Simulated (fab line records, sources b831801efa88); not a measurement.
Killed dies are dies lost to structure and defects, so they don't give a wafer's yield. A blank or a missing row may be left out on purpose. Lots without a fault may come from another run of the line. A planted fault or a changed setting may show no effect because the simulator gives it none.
fab line records | flow sky130
record lots=6 wafers=18 last_day=49
route steps=708 shown LDD_LDN@292 SPACER@304 POLY_CUT@307 SD_P@320 RES_XHIGH@332 PAD_OPEN@708
lots that met no fault: from a run of the same line without faults
start_h: hours from the record's first day to the start of the lot's first wafer shown | wait_h: hours since the lot's step before | " the same as in the row above | L1.1+2: a row that stands for several wafers | - no value, or no start given | * or withheld: withheld | < > ~ a bound
route shown NAME@n: a module of which the file shows steps, and the number in the route of the first | usual: mean/standard deviation of fault-free wafers | same: alike in all rows | chamber/n: place in a boat | sites: the reading at each site | _std_site: their standard deviation | _edge_site: outer sites' mean less inner sites' | radius_mm: how far each site lies from the wafer's centre | mask NAME#n: copy n | behind: the tool/chamber that last shaped the wafer | hold: why the lot was held/for how many hours/how that ended | device: the transistor (n, p or np) that didn't switch | end of line: the same wafers' tests at the end of the route | a step without rows: its recipe alone | killed: dies lost to structure and defects at the first sort, not the wafer's yield | map: a wafer's dies, x killed, . not, _ none there
set.NAME: the setting as run; set.NAME@STEP: as run at that earlier step | model.NAME: the simulator's own value behind a step, which no gauge read
lots at some steps of the route; a table a step, a row a wafer
services: from which hour (start_h, from the record's first day; less than 0 if before it) a tool's chamber was out of use, for how many hours, and why
## steps
# step SKY_LDD_LDN_SOFTBAKE_03
# recipe temp_c=90 time_s=60 resist=NOVOLAK
# step SKY_LDD_LDN_EXPOSE_04
# recipe mask_id=LDNTM na=0.6 source_shape=conventional sigma_outer=0.6 polarization=unpolarized target_cd_nm=700 dose_mj=140
# step SKY_LDD_LDN_PEB_05
# recipe temp_c=withheld time_s=* resist=NOVOLAK
# step SKY_LDD_LDN_DEVELOP_06
# recipe resist=NOVOLAK developer=TMAH develop_time_s=60 dev_temp_c=23
# step SKY_LDD_LDN_OVL_MEAS_07
# usual LDD_LDN_OVL=-0.4/1.8
# columns lot.wafer tool chamber start_h wait_h LDD_LDN_OVL[nm]
L235.1 overlay-02 - 529.63 0.1 0.1
L235.4 " - " " 3.2
L235.5 " - " " -0.4
L240.2 overlay-01 - 615.44 0.1 -1.3
L240.3 " - " " -0.3
L240.6 " - " " -2.2
L244.3 overlay-01 - 626.00 0.1 0.4
L244.4 " - " " -0.6
L244.5 " - " " -1.5
L247.2 overlay-02 - 642.44 0.1 1.0
L247.4 " - " " -0.3
L247.5 " - " " 0.1
L249.1 overlay-01 - 653.88 0.1 -2.7
L249.4 " - " " -3.8
L249.5 " - " " -2.8
L250.3 overlay-02 - 666.90 0.1 0.7
L250.5 " - " " -2.1
L250.6 " - " " -1.6
# step SKY_LDD_LDN_IMPLANT_08
# recipe species=As energy_kev=15 dose_cm2=1.25e+13 tilt_deg=withheld rotation_deg=23
# step SKY_LDD_LDN_IMPLANT_09
# recipe species=As energy_kev=15 dose_cm2=1.25e+13 tilt_deg=withheld rotation_deg=113
# step SKY_LDD_LDN_IMPLANT_10
# recipe species=As energy_kev=15 dose_cm2=1.25e+13 tilt_deg=withheld rotation_deg=203
# step SKY_LDD_LDN_IMPLANT_11
# recipe species=As energy_kev=15 dose_cm2=1.25e+13 tilt_deg=withheld rotation_deg=293
# step SKY_LDD_LDN_STRIP_12
# recipe chemistry=O2/N2 power_w=1400 pressure_mtorr=1500 platen_temp_c=withheld o2_flow_sccm=3000 n2_flow_sccm=300 overash_fraction=0.5
# step SKY_LDD_LDN_TW_MEAS_13
# usual LDD_LDN_TW=1488/16
# columns lot.wafer tool chamber start_h wait_h LDD_LDN_TW
L235.1 film_metro-03 - 530.37 0.1 1505
L235.4 " - " " 1505
L235.5 " - " " 1509
L240.2 film_metro-03 - 616.20 0.1 1502
L240.3 " - " " 1508
L240.6 " - " " 1504
L244.3 film_metro-02 - 626.74 0.1 1474
L244.4 " - " " 1472
L244.5 " - " " 1479
L247.2 film_metro-03 - 643.18 0.1 1503
L247.4 " - " " 1508
L247.5 " - " " 1510
L249.1 film_metro-02 - 654.62 0.1 1478
L249.4 " - " " 1480
L249.5 " - " " 1467
L250.3 film_metro-01 - 667.64 0.1 1483
L250.5 " - " " 1486
L250.6 " - " " 1479
# step SKY_LDD_LDN_CLEAN_14
# recipe chemistry=SC1/SC2 mix=1:4:20 temp_c=70 time_s=150 dry=n2_spin
# step SKY_SPACER_CVD_00
# recipe material=Si3N4 precursor=DCS/NH3 target_thk_nm=43.1 temp_c=770 time_s=740 pressure_mtorr=250
# columns lot.wafer tool chamber start_h wait_h
L235.1+4+5 lpcvd-02 0 534.56 4.1
L240.2+3+6 lpcvd-02 1 618.25 2.0
L244.3+4+5 lpcvd-02 1 626.83 0.0
L247.2+4+5 lpcvd-02 1 646.47 3.2
L249.1+4+5 lpcvd-02 0 654.73 0.0
L250.3+5+6 lpcvd-02 0 667.73 0.0
# step SKY_SPACER_THK_MEAS_01
# recipe reads=Si3N4_of_SPACER_CVD_00
# usual SPACER_CVD_00_THK=43.2/0.45
# columns lot.wafer tool chamber start_h wait_h SPACER_CVD_00_THK[nm]
L235.1 film_metro-02 - 535.77 0.0 43.4
L235.4 " - " " 43.5
L235.5 " - " " 43.5
L240.2 film_metro-02 - 619.47 0.0 43.7
L240.3 " - " " 43.0
L240.6 " - " " 43.5
L244.3 film_metro-04 - 628.66 0.0 43.4
L244.4 " - " " 43.5
L244.5 " - " " 43.1
L247.2 film_metro-03 - 647.69 0.0 42.5
L247.4 " - " " 42.8
L247.5 " - " " 42.8
L249.1 film_metro-02 - 655.94 0.0 43.1
L249.4 " - " " 43.1
L249.5 " - " " 43.1
L250.3 film_metro-02 - 669.56 0.0 42.6
L250.5 " - " " 42.4
L250.6 " - " " 42.8
# step SKY_SPACER_ETCHBACK_02
# recipe chemistry=CH3F/O2 target=Si3N4 stop_on=SiO2 source_w=400 bias_w=80 pressure_mtorr=25 ch3f_flow_sccm=40 O2_flow_sccm=30 time_s=46.7 target_depth_a=450
# usual drypump_motor_current_A=5.6/0.49 oes_product_au=0.856/0.0065 throttle_valve_pct=10.564/0.0082
# columns lot.wafer tool chamber start_h wait_h drypump_motor_current_A oes_product_au rf_hours_counter_h throttle_valve_pct
L235.1 rie_diel-01 0 535.83 0.1 4.9 0.869 57 10.557
L235.4 " 1 " " 6.2 0.859 53 10.559
L235.5 " 3 " " 5.4 0.858 - 10.559
L240.2 rie_diel-04 2 619.52 0.0 6.5 0.860 7 10.562
L240.3 " 0 " " 6.2 0.860 7 10.561
L240.6 " 2 " " 6.5 0.851 - 10.577
L244.3 rie_diel-01 2 628.70 0.0 5.8 0.863 8 10.560
L244.4 " 1 " " 6.2 0.854 54 10.576
L244.5 " 2 " " 5.8 0.843 - 10.577
L247.2 rie_diel-01 3 647.74 0.0 5.4 0.851 60 10.554
L247.4 " 0 " " 4.9 0.859 58 10.553
L247.5 " 2 " " 5.8 0.844 - 10.565
L249.1 rie_diel-01 0 656.00 0.1 4.9 0.859 59 10.570
L249.4 " 2 " " 5.8 0.860 - 10.559
L249.5 " 1 " " 6.2 0.857 - 10.566
L250.3 rie_diel-03 2 669.60 0.0 5.8 0.857 6 10.565
L250.5 " 1 " " 5.1 0.849 - 10.552
L250.6 " 2 " " 5.8 0.856 - 10.551
# step SKY_POLY_CUT_DEHYDRATE_00
# recipe temp_c=200 time_s=60
# step SKY_POLY_CUT_HMDS_01
# recipe prime_time_s=60 prime_temp_c=120
# step SKY_POLY_CUT_COAT_02
# recipe resist=BARC temp_c=withheld time_s=withheld spin_rpm=3000 resist_thk_nm=60
# step SKY_POLY_CUT_COAT_03
# recipe resist=KrF-thick spin_rpm=3000 resist_thk_nm=450
# step SKY_POLY_CUT_SOFTBAKE_04
# recipe temp_c=100 time_s=90 resist=KrF-thick
# step SKY_POLY_CUT_EXPOSE_05
# recipe mask_id=NPCM na=0.8 source_shape=annular sigma_inner=0.55 sigma_outer=0.85 target_cd_nm=270 dose_mj=32
# step SKY_POLY_CUT_PEB_06
# recipe peb_temp_c=withheld peb_time_s=withheld resist=KrF-thick
# step SKY_POLY_CUT_DEVELOP_07
# recipe develop_time_s=60 resist=KrF-thick dev_temp_c=21
# step SKY_POLY_CUT_CD_MEAS_08
# recipe target_cd_nm=270
# usual cd_nm=270.3/1.2
# columns lot.wafer tool chamber start_h wait_h cd_nm
L235.1 cd_sem-02 - 566.18 - 269.9
L235.4 " - " " 268.7
L235.5 " - " " 268.6
L240.2 cd_sem-01 - 648.30 - 270.7
L240.3 " - " " 271.4
L240.6 " - " " 271.7
L244.3 cd_sem-02 - 657.18 - 271.2
L244.4 " - " " 271.3
L244.5 " - " " 271.3
L247.2 cd_sem-02 - 675.10 - 272.0
L247.4 " - " " 271.1
L247.5 " - " " 270.3
L249.1 cd_sem-02 - 683.98 - 269.9
L249.4 " - " " 269.8
L249.5 " - " " 269.9
L250.3 cd_sem-01 - 697.47 - 270.0
L250.5 " - " " 269.7
L250.6 " - " " 270.7
# step SKY_POLY_CUT_OVL_MEAS_09
# usual POLY_CUT_OVL=1/5.5
# columns lot.wafer tool chamber start_h wait_h POLY_CUT_OVL[nm]
L235.1 overlay-02 - 566.30 0.1 -4
L235.4 " - " " -6
L235.5 " - " " -7
L240.2 overlay-01 - 648.41 0.1 1
L240.3 " - " " -1
L240.6 " - " " 4
L244.3 overlay-01 - 657.27 0.1 8
L244.4 " - " " -1
L244.5 " - " " 6
L247.2 overlay-02 - 675.21 0.1 7
L247.4 " - " " 6
L247.5 " - " " 11
L249.1 overlay-01 - 684.10 0.1 -1
L249.4 " - " " 1
L249.5 " - " " -2
L250.3 overlay-02 - 697.56 0.1 0
L250.5 " - " " -4
L250.6 " - " " -1
# step SKY_POLY_CUT_ETCH_10
# recipe chemistry=N2/H2 target=BARC ion_energy_ev=200 source_w=500 bias_w=100 pressure_mtorr=30 n2_flow_sccm=100 h2_flow_sccm=200 stop_on=SiO2 time_s=47.51 target_depth_a=600
# usual drypump_motor_current_A=5.5/0.38 h2_flow_sccm=200.1/0.63 oes_product_au=0.847/0.0047 throttle_valve_pct=13.223/0.0092
# columns lot.wafer tool chamber start_h wait_h drypump_motor_current_A h2_flow_sccm oes_product_au rf_hours_counter_h throttle_valve_pct
L235.1 rie_diel-02 3 566.34 0.0 5.5 200.7 0.844 50 13.212
L235.4 " 1 " " 6.0 199.6 0.844 16 13.208
L235.5 " 2 " " 5.4 200.0 0.860 - 13.223
L240.2 rie_diel-02 1 648.44 0.0 6.0 200.8 0.850 18 13.224
L240.3 " 3 " " 5.5 201.3 0.844 52 13.230
L240.6 " 2 " " 5.5 200.0 0.842 - 13.225
L244.3 rie_diel-02 1 657.29 0.0 6.0 200.9 0.850 18 13.234
L244.4 " 3 " " 5.5 200.0 0.841 52 13.216
L244.5 " 3 " " 5.5 199.6 0.852 - 13.228
L247.2 rie_diel-02 0 675.24 0.0 5.8 199.6 0.841 21 13.227
L247.4 " 3 " " 5.5 200.4 0.844 53 13.230
L247.5 " 3 " " 5.5 200.4 0.844 - 13.213
L249.1 rie_diel-03 3 684.14 0.0 5.1 202.1 0.845 11 13.225
L249.4 " 2 " " 5.8 199.5 0.847 7 13.221
L249.5 " 2 " " 5.8 200.2 0.843 - 13.230
L250.3 rie_diel-03 2 697.59 0.0 5.8 200.5 0.843 7 13.233
L250.5 " 3 " " 5.1 199.5 0.853 - 13.240
L250.6 " 0 " " 5.3 200.4 0.840 - 13.225
# step SKY_POLY_CUT_ETCH_11
# recipe target=Si3N4 chemistry=CF4/CH2F2/Ar stop_on=poly-Si source_w=600 bias_w=150 pressure_mtorr=40 cf4_flow_sccm=40 ch2f2_flow_sccm=20 Ar_flow_sccm=150 time_s=42.5 target_depth_a=600
# usual drypump_motor_current_A=5.5/0.38 oes_product_au=0.832/0.0051 throttle_valve_pct=14.994/0.0081
# columns lot.wafer tool chamber start_h wait_h drypump_motor_current_A oes_product_au rf_hours_counter_h throttle_valve_pct
L235.1 rie_diel-02 3 566.38 0.0 5.5 0.829 50 14.991
L235.4 " 1 " " 6.0 0.831 16 14.987
L235.5 " 2 " " 5.5 0.838 - 15.006
L240.2 rie_diel-02 1 648.48 0.0 6.0 0.825 18 14.985
L240.3 " 3 " " 5.5 0.830 52 15.004
L240.6 " 2 " " 5.4 0.827 - 15.000
L244.3 rie_diel-02 1 657.33 0.0 6.0 0.839 18 15.004
L244.4 " 3 " " 5.5 0.831 52 14.993
L244.5 " 3 " " 5.5 0.828 - 15.000
L247.2 rie_diel-02 0 675.28 0.0 5.8 0.830 21 14.976
L247.4 " 3 " " 5.5 0.830 53 14.998
L247.5 " 3 " " 5.5 0.829 - 14.993
L249.1 rie_diel-03 3 684.18 0.0 5.1 0.838 11 14.995
L249.4 " 2 " " 5.8 0.834 7 14.974
L249.5 " 2 " " 5.8 0.830 - 14.973
L250.3 rie_diel-03 2 697.63 0.0 5.8 0.828 7 14.984
L250.5 " 3 " " 5.1 0.830 - 14.983
L250.6 " 0 " " 5.3 0.829 - 14.993
# step SKY_POLY_CUT_STRIP_12
# recipe chemistry=O2/N2 power_w=1400 pressure_mtorr=1500 platen_temp_c=withheld o2_flow_sccm=3000 n2_flow_sccm=300 overash_fraction=0.5
# usual drypump_motor_current_A=5.6/0.61 o2_flow_sccm=3000/9.1 oes_product_au=0.452/0.0046 strip_time_to_endpoint_s=5.353/0.017
# columns lot.wafer tool chamber start_h wait_h drypump_motor_current_A o2_flow_sccm oes_product_au rf_hours_counter_h strip_time_to_endpoint_s
L235.1 plasma_asher-01 0 566.42 0.0 5.2 3003 0.456 44 5.366
L235.4 " 0 " " 5.2 3021 0.455 - 5.364
L235.5 " 0 " " 5.2 3010 0.445 - 5.363
L240.2 plasma_asher-02 1 648.52 0.0 5.9 3018 0.447 82 5.353
L240.3 " 0 " " 5.1 3007 0.457 - 5.352
L240.6 " 0 " " 5.1 3004 0.446 - 5.356
L244.3 plasma_asher-04 0 657.41 0.1 6.7 2998 0.448 - 5.344
L244.4 " 1 " " 4.7 3010 0.453 - 5.353
L244.5 " 0 " " 6.6 3004 0.455 - 5.341
L247.2 plasma_asher-01 0 675.32 0.0 5.3 2997 0.450 53 5.343
L247.4 " 1 " " 6.2 3011 0.449 - 5.340
L247.5 " 0 " " 5.2 2983 0.448 - 5.336
L249.1 plasma_asher-01 0 684.22 0.0 5.2 3020 0.452 54 5.348
L249.4 " 1 " " 6.2 2996 0.458 - 5.356
L249.5 " 0 " " 5.2 3014 0.451 - 5.356
L250.3 plasma_asher-04 0 697.70 0.1 6.7 2987 0.449 - 5.354
L250.5 " 1 " " 4.7 2996 0.450 - 5.360
L250.6 " 0 " " 6.7 2986 0.457 - 5.360
# step SKY_SD_P_DEHYDRATE_00
# recipe temp_c=200 time_s=60
# step SKY_SD_P_HMDS_01
# recipe prime_time_s=60 prime_temp_c=120
# step SKY_SD_P_COAT_02
# recipe resist=NOVOLAK spin_rpm=3000 resist_thk_nm=1140
# step SKY_SD_P_SOFTBAKE_03
# recipe temp_c=90 time_s=60 resist=NOVOLAK
# step SKY_SD_P_EXPOSE_04
# recipe mask_id=PSDM na=0.6 source_shape=conventional sigma_outer=0.6 polarization=unpolarized target_cd_nm=380 dose_mj=138
# step SKY_SD_P_PEB_05
# recipe temp_c=withheld time_s=* resist=NOVOLAK
# step SKY_SD_P_DEVELOP_06
# recipe resist=NOVOLAK developer=TMAH develop_time_s=60 dev_temp_c=23
# step SKY_SD_P_CD_MEAS_07
# recipe target_cd_nm=380
# usual cd_nm=379.1/2
# columns lot.wafer tool chamber start_h wait_h cd_nm
L235.1 cd_sem-01 - 595.74 0.1 382.7
L235.4 " - " " 380.2
L235.5 " - " " 380.4
L240.2 cd_sem-02 - 676.21 0.1 379.2
L240.3 " - " " 382.3
L240.6 " - " " 379.1
L244.3 cd_sem-02 - 685.78 0.1 376.4
L244.4 " - " " 377.6
L244.5 " - " " 378.7
L247.2 cd_sem-02 - 702.95 0.1 378.6
L247.4 " - " " 379.0
L247.5 " - " " 380.0
L249.1 cd_sem-01 - 712.03 0.1 378.7
L249.4 " - " " 375.9
L249.5 " - " " 376.6
L250.3 cd_sem-02 - 729.89 5.1 381.5
L250.5 " - " " 381.7
L250.6 " - " " 381.3
# step SKY_SD_P_OVL_MEAS_08
# usual SD_P_OVL=0.1/1.2
# columns lot.wafer tool chamber start_h wait_h SD_P_OVL[nm]
L235.1 overlay-01 - 595.86 0.1 -0.2
L235.4 " - " " 0.0
L235.5 " - " " -1.7
L240.2 overlay-01 - 676.31 0.1 0.4
L240.3 " - " " 1.2
L240.6 " - " " 2.4
L244.3 overlay-02 - 685.87 0.1 0.3
L244.4 " - " " 0.5
L244.5 " - " " 1.3
L247.2 overlay-02 - 703.06 0.1 0.5
L247.4 " - " " -1.7
L247.5 " - " " 1.3
L249.1 overlay-01 - 712.15 0.1 -0.3
L249.4 " - " " -1.3
L249.5 " - " " -1.0
L250.3 overlay-01 - 729.98 0.1 -1.8
L250.5 " - " " -1.9
L250.6 " - " " -0.2
# step SKY_SD_P_IMPLANT_09
# recipe species=BF2 energy_kev=20 dose_cm2=3e+15 tilt_deg=0
# step SKY_SD_P_STRIP_10
# recipe chemistry=O2/N2 power_w=1400 pressure_mtorr=1500 platen_temp_c=withheld o2_flow_sccm=3000 n2_flow_sccm=300 overash_fraction=0.5
# usual drypump_motor_current_A=5.6/0.38 o2_flow_sccm=3001/8.8 oes_product_au=0.618/0.0045 strip_time_to_endpoint_s=17.51/0.046
# columns lot.wafer tool chamber start_h wait_h drypump_motor_current_A o2_flow_sccm oes_product_au rf_hours_counter_h strip_time_to_endpoint_s
L235.1 plasma_asher-03 0 596.04 0.1 5.8 3001 0.620 17 17.47
L235.4 " 1 " " 5.5 2999 0.618 - 17.49
L235.5 " 1 " " 5.4 3008 0.618 - 17.47
L240.2 plasma_asher-01 1 676.49 0.1 6.2 3008 0.614 53 17.55
L240.3 " 0 " " 5.2 3004 0.611 - 17.47
L240.6 " 0 " " 5.2 3004 0.611 - 17.53
L244.3 plasma_asher-02 1 686.08 0.1 5.9 3010 0.622 - 17.58
L244.4 " 0 " " 5.1 3006 0.618 - 17.54
L244.5 " 1 " " 5.9 3009 0.613 - 17.60
L247.2 plasma_asher-01 0 703.24 0.1 5.3 3019 0.619 56 17.50
L247.4 " 0 " " 5.3 3011 0.619 - 17.48
L247.5 " 0 " " 5.2 3011 0.623 - 17.49
L249.1 plasma_asher-03 1 712.34 0.1 5.5 3007 0.614 29 17.56
L249.4 " 1 " " 5.5 3018 0.623 - 17.56
L249.5 " 0 " " 5.8 2989 0.622 - 17.55
L250.3 plasma_asher-02 1 730.19 0.1 5.9 3010 0.615 - 17.50
L250.5 " 1 " " 5.9 3011 0.621 - 17.53
L250.6 " 0 " " 5.1 3011 0.611 - 17.49
# step SKY_SD_P_TW_MEAS_11
# usual SD_P_TW=2805/16
# columns lot.wafer tool chamber start_h wait_h SD_P_TW
L235.1 film_metro-04 - 596.20 0.1 2803
L235.4 " - " " 2788
L235.5 " - " " 2804
L240.2 film_metro-04 - 676.60 0.1 2800
L240.3 " - " " 2800
L240.6 " - " " 2796
L244.3 film_metro-01 - 686.16 0.1 2827
L244.4 " - " " 2819
L244.5 " - " " 2824
L247.2 film_metro-02 - 703.35 0.1 2810
L247.4 " - " " 2800
L247.5 " - " " 2801
L249.1 film_metro-04 - 712.44 0.1 2788
L249.4 " - " " 2779
L249.5 " - " " 2773
L250.3 film_metro-01 - 730.28 0.1 2813
L250.5 " - " " 2813
L250.6 " - " " 2802
# step SKY_RES_XHIGH_DEHYDRATE_00
# recipe temp_c=200 time_s=60
# step SKY_RES_XHIGH_HMDS_01
# recipe prime_time_s=60 prime_temp_c=120
# step SKY_PAD_OPEN_PROBE_99
# usual killed_at_M0_to_M3=44/6.6 killed_at_M4_up=2.9/1.8 killed_at_contacts=24/4.8 killed_at_front_end=15/4.5 killed_at_other=0.3/0.64 killed_dies=86/8.7 killed_open=47/6.5 killed_short=39/5.8
# same gross_dies=492 killed_at_back_side=0
# columns lot.wafer tool chamber start_h wait_h killed_at_M0_to_M3 killed_at_M4_up killed_at_contacts killed_at_front_end killed_at_other killed_dies killed_open killed_short
L235.1 prober-01 - 1078.10 0.1 48 5 26 15 0 94 50 44
L235.4 prober-01 - 1078.25 0.2 55 0 31 11 1 98 50 48
L235.5 prober-01 - 1078.30 0.2 39 2 27 25 0 93 49 44
L240.2 prober-01 - 1137.77 0.1 42 0 25 14 0 81 42 39
L240.3 prober-01 - 1137.82 0.2 43 3 27 14 2 89 53 35
L240.6 prober-01 - 1137.97 0.2 64 6 31 9 1 111 72 39
L244.3 prober-02 - 1143.16 0.2 51 6 24 24 0 105 57 48
L244.4 prober-02 - 1143.21 0.2 54 3 18 19 1 95 55 40
L244.5 prober-02 - 1143.26 0.2 47 1 31 13 0 92 51 41
L247.2 prober-01 - 1152.95 0.1 35 1 22 15 0 73 34 39
L247.4 prober-01 - 1153.05 0.2 55 1 29 9 0 94 53 41
L247.5 prober-01 - 1153.10 0.2 49 2 14 18 0 83 43 40
L249.1 prober-01 - 1159.90 0.1 44 1 17 67 0 129 35 38
L249.4 prober-01 - 1160.05 0.2 43 4 24 66 1 138 47 38
L249.5 prober-01 - 1160.10 0.2 36 3 19 78 0 136 38 38
L250.3 prober-02 - 1168.64 0.2 41 3 26 70 0 140 41 41
L250.5 prober-02 - 1168.74 0.2 42 5 33 61 0 141 50 38
L250.6 prober-02 - 1168.79 0.2 44 3 24 65 0 136 46 38
# killed by level:class
L235.1 VIA1:geometric_particle:short=10 CONTACT:geometric_particle:open=8 VIA1:geometric_particle:open=7 LI_CONTACT:geometric_particle:open=7 METAL2:geometric_particle:short=7 VIA2:geometric_particle:open=7 VIA3:geometric_particle:open=6 FIELD_ISO:geometric_particle:open=5
L235.4 VIA1:geometric_particle:open=12 CONTACT:geometric_particle:open=11 METAL1:geometric_particle:short=10 VIA2:geometric_particle:open=9 LOCAL_INTERCONNECT:geometric_particle:short=7 CONTACT:geometric_particle:short=7 METAL2:geometric_particle:short=7 VIA3:geometric_particle:open=5
L235.5 VIA1:geometric_particle:open=11 LI_CONTACT:geometric_particle:open=10 FIELD_ISO:geometric_particle:short=7 METAL1:geometric_particle:short=7 FIELD_ISO:geometric_particle:open=6 LOCAL_INTERCONNECT:geometric_particle:short=6 VIA2:geometric_particle:open=6 VIA3:geometric_particle:open=6
L240.2 CONTACT:geometric_particle:open=12 METAL2:geometric_particle:short=7 VIA3:geometric_particle:open=7 VIA1:geometric_particle:open=6 LOCAL_INTERCONNECT:geometric_particle:short=6 FIELD_ISO:geometric_particle:short=5 METAL1:geometric_particle:short=4 VIA2:geometric_particle:open=4
L240.3 VIA1:geometric_particle:open=15 LI_CONTACT:geometric_particle:open=12 CONTACT:geometric_particle:open=8 VIA3:geometric_particle:short=8 VIA1:geometric_particle:short=5 VIA2:geometric_particle:open=5 FIELD_ISO:geometric_particle:short=4 POLY_GATE:geometric_particle:open=4
L240.6 VIA1:geometric_particle:open=18 VIA3:geometric_particle:open=11 LI_CONTACT:geometric_particle:open=9 VIA2:geometric_particle:open=9 CONTACT:geometric_particle:open=8 METAL2:geometric_particle:short=7 LI_CONTACT:geometric_particle:short=4 METAL2:geometric_particle:open=4
L244.3 CONTACT:geometric_particle:open=10 VIA3:geometric_particle:open=9 FIELD_ISO:geometric_particle:short=8 VIA1:geometric_particle:open=8 FIELD_ISO:geometric_particle:open=7 VIA2:geometric_particle:open=7 VIA1:geometric_particle:short=6 CONTACT:geometric_particle:short=6
L244.4 VIA1:geometric_particle:open=23 CONTACT:geometric_particle:open=10 FIELD_ISO:geometric_particle:short=7 VIA3:geometric_particle:open=6 FIELD_ISO:geometric_particle:open=5 VIA1:geometric_particle:short=5 POLY_GATE:geometric_particle:short=4 METAL1:geometric_particle:short=4
L244.5 VIA1:geometric_particle:open=15 CONTACT:geometric_particle:open=9 LI_CONTACT:geometric_particle:open=8 CONTACT:geometric_particle:short=7 VIA1:geometric_particle:short=6 METAL1:geometric_particle:short=6 VIA3:geometric_particle:open=6 POLY_GATE:geometric_particle:short=5
L247.2 CONTACT:geometric_particle:open=11 METAL2:geometric_particle:short=9 POLY_GATE:geometric_particle:short=8 VIA3:geometric_particle:open=6 VIA1:geometric_particle:open=6 FIELD_ISO:geometric_particle:short=5 LI_CONTACT:geometric_particle:open=4 LOCAL_INTERCONNECT:geometric_particle:short=4
L247.4 VIA1:geometric_particle:open=14 CONTACT:geometric_particle:open=10 VIA3:geometric_particle:open=8 CONTACT:geometric_particle:short=7 VIA1:geometric_particle:short=7 METAL2:geometric_particle:short=7 VIA2:geometric_particle:open=6 LI_CONTACT:geometric_particle:open=5
L247.5 VIA1:geometric_particle:open=12 VIA3:geometric_particle:open=9 CONTACT:geometric_particle:open=7 METAL1:geometric_particle:short=7 FIELD_ISO:geometric_particle:short=6 VIA2:geometric_particle:open=6 POLY_GATE:geometric_particle:short=5 METAL2:geometric_particle:short=5
L249.1 SPACER:unspecified=56 VIA1:geometric_particle:open=9 METAL1:geometric_particle:short=9 CONTACT:geometric_particle:short=5 VIA3:geometric_particle:open=5 LOCAL_INTERCONNECT:geometric_particle:short=4 VIA2:geometric_particle:open=4 VIA3:geometric_particle:short=4
L249.4 SPACER:unspecified=51 VIA1:geometric_particle:open=13 VIA3:geometric_particle:open=9 LI_CONTACT:geometric_particle:open=7 LOCAL_INTERCONNECT:geometric_particle:short=6 METAL2:geometric_particle:short=5 CONTACT:geometric_particle:open=5 FIELD_ISO:geometric_particle:open=4
L249.5 SPACER:unspecified=59 VIA1:geometric_particle:open=7 LI_CONTACT:geometric_particle:open=6 LOCAL_INTERCONNECT:geometric_particle:short=6 POLY_GATE:geometric_particle:short=5 VIA1:geometric_particle:short=5 POLY_GATE:geometric_particle:open=4 CONTACT:geometric_particle:open=4
L250.3 SPACER:unspecified=56 LI_CONTACT:geometric_particle:open=11 VIA1:geometric_particle:short=9 VIA1:geometric_particle:open=7 CONTACT:geometric_particle:open=6 VIA3:geometric_particle:open=6 METAL2:geometric_particle:short=5 METAL1:geometric_particle:short=4
L250.5 SPACER:unspecified=52 CONTACT:geometric_particle:open=15 VIA2:geometric_particle:open=9 LI_CONTACT:geometric_particle:open=8 METAL2:geometric_particle:short=8 VIA1:geometric_particle:short=7 VIA1:geometric_particle:open=7 VIA3:geometric_particle:short=5
L250.6 SPACER:unspecified=50 CONTACT:geometric_particle:open=9 LI_CONTACT:geometric_particle:open=7 POLY_GATE:geometric_particle:open=6 VIA1:geometric_particle:open=6 VIA1:geometric_particle:short=6 VIA2:geometric_particle:open=5 METAL2:geometric_particle:short=5
# map L249.4 (x killed, . not)
__________x.xx...xx._________
________.........xx..._______
______..x..xx......x..x._____
_____..xxx........x.....x____
____........x.x..x.....xxx___
___x.........x............x__
__.xx............x.x.xx.x..._
_x................x.........x
_..........x.x...............
_.......xx.......x....xxx...x
_.........xxx.........xx.....
_......x.xx.x.....x.....x....
_....xx.xxxx.x...x.xx......x.
_....xxxxxxx....x..x..x....x.
_..xxxxxxxxxxxx....xx....x.x.
__.xxxxxxxxxx.........x..x.._
___x.xxxxxxx.....xx..xx....__
____.xxxxxx..xxxx...x.....___
_____..x...............x.____
______..x.x..x........x._____
________x............x_______
__________....x....._________
# map L250.5 (x killed, . not)
__________...x......_________
________x..x.x...x.xx._______
______.....xx..x.x......_____
_____....x.....x.........____
____.x.x..x.x.............___
___...x..x..x.......x.x....__
__.....x.x.........x...x...._
_..............x.x.....x....x
_....x...x..x.x......xx......
_....x..x......xx.........x..
_..xxxx....x..........x.xx..x
_..x.x.xxxx.x.x..x..x.x......
_...xxxxxxxx......x....x.....
_....xxxxxxxx............x...
_x.xxxxxxxxxx........x....x..
__xxxxxxxxxxx....x.x....x.x._
___..xxxxxxx.x......x...x..__
____.x.xxxxx.x.........xx.___
_____.x.xxx..............____
______........x.......x._____
________.x........x..._______
__________...xx.xxxx_________
## services
# columns tool chamber start_h hours kind
plasma_asher-03 - 511.79 0.8 repair
lpcvd-02 - 512.14 0.5 repair
lpcvd-02 - 527.40 6.1 pm
rie_diel-02 2 530.31 7.4 repair
plasma_asher-03 - 536.27 0.7 repair
plasma_asher-03 - 545.70 4.1 repair
rie_diel-04 - 547.63 1.2 repair
rie_diel-03 0 549.48 17.1 repair
plasma_asher-03 - 553.89 0.9 repair
rie_diel-04 0 558.21 7.0 repair
rie_diel-04 - 565.37 0.1 repair
rie_diel-01 3 594.96 3.4 repair
rie_diel-03 2 595.19 2.4 repair
rie_diel-01 - 600.09 14.6 pm
plasma_asher-02 - 605.98 1.0 repair
plasma_asher-01 - 611.45 6.5 repair
rie_diel-03 - 622.77 0.5 repair
plasma_asher-01 - 667.50 5.7 repair
rie_diel-01 1 673.63 2.5 repair
rie_diel-03 - 676.75 1.1 repair
rie_diel-02 1 692.01 12.0 repair
rie_diel-02 3 701.85 50.4 repair
rie_diel-03 - 708.49 0.6 repair
rie_diel-02 1 710.34 8.5 repair
## key
first_sign step=SKY_PAD_OPEN_PROBE_99 reading=killed_at_front_end direction=up sigmas=12 usual=15 struck=68
effect step=SKY_PAD_OPEN_PROBE_99 reading=killed_dies direction=up sigmas=5.8 usual=86 struck=137
met_at SKY_SPACER_CVD_00
struck_wafers L249.1,L249.4,L249.5,L250.3,L250.5,L250.6
tester_left_out L249,L250
onset_between 534.56 654.73
also_fits time
fault kind=chamber_particle_source tool=lpcvd-02 chamber=0 onset_h=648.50 steps=SKY_SPACER_CVD_00 rate_per_visit_cm2=0.91335 end_h=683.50
# tester_left_out: of these lots the tester's yield and bins aren't shown, on N5 and GAA mostly nor the transistor test; their killed dies are dies lost to structure and defects alone, not to doping, threshold or leakage, so they don't give the yield
